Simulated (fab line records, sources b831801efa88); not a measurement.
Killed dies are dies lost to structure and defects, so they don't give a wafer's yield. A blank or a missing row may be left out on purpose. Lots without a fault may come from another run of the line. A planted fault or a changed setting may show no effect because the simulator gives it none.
One fault seen from 2 desks | flow sky130 | each desk has only its own numbers; what lay behind them comes last

THE METROLOGY DESK
What the gauges read, lot by lot, whatever tool the lot ran on: means of the sampled wafers that have a number. A lot is out of limits, marked OUT, if its mean lies more than 4 standard deviations from the usual mean; the brackets give that distance.
Columns: A = NWELL_RS at SKY_NWELL_RS_MEAS_29, usual 624.4 ohm/sq; B = PWDE_RS at SKY_NWELL_RS_MEAS_31, usual 5272 ohm/sq; C = cd_nm at SKY_VT_ADJUST_HVTP_CD_MEAS_07, usual 380.0 nm; D = VT_ADJUST_HVTP_OVL at SKY_VT_ADJUST_HVTP_OVL_MEAS_08, usual 0.7 nm
lot  | first seen here | A     | B    | C     | D
L902 | day 6 23:27     | 625.9 | 5293 | 376.9 | 0.1
L904 | day 7 04:24     | 623.7 | 5261 | 379.7 | 1.7
L910 | day 8 15:10     | 623.2 | 5255 | 382.1 | -1.6
L913 | day 9 08:47     | 625.2 | 5265 | 378.4 | 0.3
L918 | day 10 15:26    | 628.3 | 5268 | 379.5 | 0.5
L919 | day 11 00:46    | 624.4 | 5283 | 376.4 | 1.9
L920 | day 11 04:41    | 625.1 | 5289 | 381.2 | 2.5
This desk's finding: nothing out of limits on any of the 7 lots.

THE TOOL OWNER'S DESK: implanter-03
The tool's own readings at SKY_VT_ADJUST_HVTP_IMPLANT_09: means of the sampled wafers that have a number, for each lot that ran on this tool. A lot is out of limits, marked OUT, if its mean lies more than 4 standard deviations from the usual mean; the brackets give that distance.
Columns: A = dose_ions_cm2 at SKY_VT_ADJUST_HVTP_IMPLANT_09, usual 4.299e+12; B = end_station_pressure_torr at SKY_VT_ADJUST_HVTP_IMPLANT_09, usual 5.05e-06 Torr; C = faraday_current_uA at SKY_VT_ADJUST_HVTP_IMPLANT_09, usual 24.3
lot  | first seen here | A                   | B        | C
L910 | day 9 13:06     | 4.299e+12           | 5.16e-06 | 24.2
L918 | day 11 16:07    | 4.734e+12 (+97) OUT | 4.92e-06 | 26.5 (+4.6) OUT
L919 | day 12 02:10    | 4.742e+12 (+98) OUT | 5.08e-06 | 27.0 (+5.6) OUT
L920 | day 12 05:58    | 4.732e+12 (+96) OUT | 5.11e-06 | 26.9 (+5.4) OUT
This desk's finding: out of limits on L918, L919, L920; first on L918, day 11 16:07 (dose_ions_cm2 at SKY_VT_ADJUST_HVTP_IMPLANT_09). In limits: L910.

PUT TOGETHER
The tool owner's desk could have raised an alarm at day 11 16:07, on L918, L919, L920.
The metrology desk saw nothing out of limits.
The metrology desk has L918, L919, L920 on record, within its limits.
Of the lots named, all ran SKY_VT_ADJUST_HVTP_IMPLANT_09 on implanter-03.

WHAT THE SIMULATOR HAD PUT IN
Process parameter drift: implanter-03, from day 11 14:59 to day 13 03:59, at SKY_VT_ADJUST_HVTP_IMPLANT_09. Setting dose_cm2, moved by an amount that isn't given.
Lots struck among those shown: L918, L919, L920.
Hours from the fault's start to each desk's first reading out of limits: the tool owner's desk, 1.
